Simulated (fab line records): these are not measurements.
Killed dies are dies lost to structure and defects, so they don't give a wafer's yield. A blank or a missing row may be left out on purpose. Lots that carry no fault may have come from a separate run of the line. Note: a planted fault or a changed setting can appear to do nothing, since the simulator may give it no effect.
A lot that was struck, set against a sound lot | flow sky130 | 15 out of 708 route steps
Sound: these wafers, L582.2, L582.4, L582.6. Struck: wafer L578.2 (left out: L578.4, L578.6 of the same lot, which were not struck); the cause appears at the end.
At each step with rows: each side's tool, then ch and its chambers, then its first start. Under that, the readings that differ: sound wafers | struck wafers | difference of the means | sigmas: that difference in standard deviations of wafers without a fault.
alike: a reading whose means differ by less than 2 such deviations, as well as words and numbers matching on both sides. not compared: withheld readings; readings where some wafer has no value; bounds like >300 that might hide an equal value; numbers whose values overlap and for which the record gives no deviation.
Wherever a step has rows on one side only, a row that says differs or no value, or a row with sigmas, the two part there. Non-overlapping numbers with no deviation appear without sigmas and do not part them. Lack of a reading on every wafer of one side parts them only where that side has two or more wafers.

SKY_VIA3_OVL_MEAS_13:
  sound on overlay-02, day 43 23:53; struck on overlay-01, day 42 20:20
  alike: VIA3_OVL
SKY_VIA3_ETCH_14: etches BARC in N2/H2, stops on SiO2, time 45.9 s, target depth 60 nm.
  sound on rie diel-02 ch 0,2,3, day 43 23:55; struck on rie diel-01 ch 1, day 42 20:22
  reading                | sound                | struck | difference | sigmas
  throttle valve pct (%) | 13.223 13.242 13.226 | 13.194 | -0.036     | -4
  alike: chamber pressure mTorr, drypump motor current A, oes product au
  not compared: rf hours counter h
SKY_VIA3_ETCH_15: etches SiO2 in C4F8/O2/Ar, stops on TiN, target depth 507 nm, time 78 s.
  sound on rie diel-02 ch 0,2,3, day 43 23:58; struck on rie diel-01 ch 1, day 42 20:25
  alike: chamber pressure mTorr, oes product au
  not compared: rf hours counter h
SKY_VIA3_STRIP_16: strips in O2/N2.
  sound on plasma asher-01 ch 0,1, day 44 00:02; struck on plasma asher-01 ch 1, day 42 20:29
  alike: chamber pressure mTorr, drypump motor current A, oes product au, strip time to endpoint s
  not compared: rf hours counter h
then, 3 steps without rows for these wafers: SKY_VIA3_STRIP_17 (strips in post etch residue remover, time 1200 s); SKY_VIA3_CLEAN_18 (cleans in IPA, time 180 s); SKY_VIA3_CLEAN_19 (cleans in O3/DIW).
SKY_VIA3_SPUTTER_20: material TiN, target thk 20 nm, time 80 s.
  sound on pvd sputter-02, day 44 00:37; struck on pvd sputter-02, day 42 21:05
  alike: throttle valve pct
then, 1 step without rows for these wafers: SKY_VIA3_CVD_21 (deposits W, target thk 390 nm, time 117.31 s).
SKY_VIA3_RS_MEAS_22: measures by four-point-probe.
  sound on film metro-03, day 44 00:49; struck on film metro-04, day 42 21:17
  alike: VIA3_W_RS
SKY_VIA3_THK_MEAS_23: measures by xrf.
  sound on film metro-03, day 44 00:56; struck on film metro-04, day 42 21:23
  alike: VIA3_W_THK
then, 1 step without rows for these wafers: SKY_VIA3_CMP_24 (polishes, stops on SiO2, t overpolish 20 s, target thk 0 nm).
SKY_METAL4_SPUTTER_00: material Ti, target thk 15 nm, time 10 s.
  sound on pvd sputter-01, day 44 01:17; struck on pvd sputter-04, day 42 21:44
  reading                                   | sound             | struck | difference | sigmas
  model.Ti_of_METAL4_SPUTTER_00.thk nm (nm) | 14.98 14.96 15.06 | 20.48  | +5.48      |
  alike: throttle valve pct
SKY_METAL4_SPUTTER_01: material TiN, target thk 20 nm, time 16.7 s.
  sound on pvd sputter-01, day 44 01:18; struck on pvd sputter-04, day 42 21:46
  alike: throttle valve pct
-- the record jumps here: 6 days lie between the struck wafers' starts before and after (it left off in module METAL4 and takes up again in module PAD_OPEN, whose first step shown is number 708 of the route) --
SKY_PAD_OPEN_PROBE_99:
  sound on prober-02, day 49 11:52; struck on prober-02, day 48 13:10
  reading     | sound    | struck | difference | sigmas
  killed open | 53 44 63 | 37     | -16        | -2
  alike: defect limited yield, killed_at_M0_to_M3, killed_at_M4_up, killed at contacts, killed at front end, killed dies, killed short, sort_bin_3_pad_short, sort_bin_5_function, sort_bin_6_memory, sort n pass, sort yield pct

== WHERE THEY PART ==
At SKY_VIA3_ETCH_14 first; at SKY_PAD_OPEN_PROBE_99 last (within this record only).

WHY: whatever the simulator had introduced
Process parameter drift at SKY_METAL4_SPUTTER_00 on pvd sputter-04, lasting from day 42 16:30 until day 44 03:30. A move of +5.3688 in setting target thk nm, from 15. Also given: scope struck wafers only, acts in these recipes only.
